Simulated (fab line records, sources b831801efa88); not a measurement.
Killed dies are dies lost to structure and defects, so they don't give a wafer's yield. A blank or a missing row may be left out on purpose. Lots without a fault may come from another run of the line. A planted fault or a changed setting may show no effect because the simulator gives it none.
A struck lot beside a sound one | flow sky130 | 16 steps out of a route of 708
Sound: wafers L222.1, L222.2, L222.4. Struck: wafers L232.1, L232.3, L232.6. The cause comes at the end.
At each step with rows: each side's tool, then ch and its chambers, then its first start. Under that, the readings that differ: sound wafers | struck wafers | difference of the means | sigmas: that difference in standard deviations of wafers without a fault.
alike: readings whose means differ by less than 2 such deviations, and words and numbers that are the same on both sides. not compared: withheld readings, readings that some wafer has no value for, bounds like >300 that may hide the same value, and numbers for which the record gives no deviation and whose values overlap.
The two part at a step that has a row with sigmas, a row that says differs or no value, or rows on one side only. Numbers that don't overlap but have no deviation are shown without sigmas and don't part them. A reading that every wafer of one side lacks parts them only if that side has two wafers or more.

SKY_VIA2_BOW_MEAS_03:
  sound on film_metro-04, day 37 03:25; struck on film_metro-01, day 39 12:20
  alike: VIA2_BOW
then, 8 steps without rows for these wafers: SKY_VIA2_DEHYDRATE_04 (time 60 s); SKY_VIA2_HMDS_05 (prime time 60 s); SKY_VIA2_COAT_06 (resist thk 60 nm); SKY_VIA2_COAT_07 (resist thk 450 nm); SKY_VIA2_SOFTBAKE_08 (time 90 s); SKY_VIA2_EXPOSE_09 (exposes mask VIM2, target cd 200 nm); SKY_VIA2_PEB_10; SKY_VIA2_DEVELOP_11 (develop time 60 s).
SKY_VIA2_CD_MEAS_12: target cd 200 nm.
  sound on cd_sem-01, day 38 04:52; struck on cd_sem-01, day 40 13:25
  alike: cd_nm
SKY_VIA2_OVL_MEAS_13:
  sound on overlay-01, day 38 04:59; struck on overlay-01, day 40 13:32
  alike: VIA2_OVL
SKY_VIA2_ETCH_14: etches BARC in N2/H2, stops on SiO2, time 45.9 s, target depth 60 nm.
  sound on rie_diel-01 ch 0,1,3, day 38 05:01; struck on rie_diel-04 ch 2,3, day 40 13:34
  alike: bias_w, chamber_pressure_mTorr, drypump_motor_current_A, oes_product_au, throttle_valve_pct
  not compared: rf_hours_counter_h
SKY_VIA2_ETCH_15: etches SiO2 in C4F8/O2/Ar, stops on TiN, target depth 546 nm, time 84 s.
  sound on rie_diel-01 ch 0,1,3, day 38 05:04; struck on rie_diel-04 ch 2,3, day 40 13:37
  no value came back on the struck wafers for any of 5 readings (bias_w (W), chamber_pressure_mTorr (mTorr) and others); on the sound wafers bias_w (W) reads 1199 1200 1201
  reading                                     | sound             | struck            | difference | sigmas
  model.KrF-thick_of_VIA2_COAT_07.thk_nm (nm) | 285.5 289.4 281.4 | 390.1 391.5 389.9 | +105.1     |
  not compared: model.VIA2.cd_nm
SKY_VIA2_STRIP_16: strips in O2/N2.
  sound on plasma_asher-01 ch 0,1, day 38 05:07; struck on plasma_asher-02 ch 1, day 40 13:40
  reading                      | sound             | struck            | difference | sigmas
  oes_product_au (a.u.)        | 0.398 0.401 0.394 | 0.448 0.444 0.447 | +0.049     | +9
  strip_time_to_endpoint_s (s) | 4.06 4.10 4.02    | 5.16 5.19 5.17    | +1.11      | +34
  alike: drypump_motor_current_A
  not compared: rf_hours_counter_h
then, 1 step without rows for these wafers: SKY_VIA2_STRIP_17 (strips in post etch residue remover, time 1200 s).
-- the record jumps here: 9 days lie between the struck wafers' starts before and after (it left off in module VIA2 and takes up again in module PAD_OPEN, whose first step shown is number 708 of the route) --
SKY_PAD_OPEN_PROBE_99:
  the record has rows for the struck wafers here (prober-01, day 49 03:23) and none for the sound ones

WHERE THEY PART
First at SKY_VIA2_ETCH_15; last, within this record, at SKY_PAD_OPEN_PROBE_99.

WHY: what the simulator had put in
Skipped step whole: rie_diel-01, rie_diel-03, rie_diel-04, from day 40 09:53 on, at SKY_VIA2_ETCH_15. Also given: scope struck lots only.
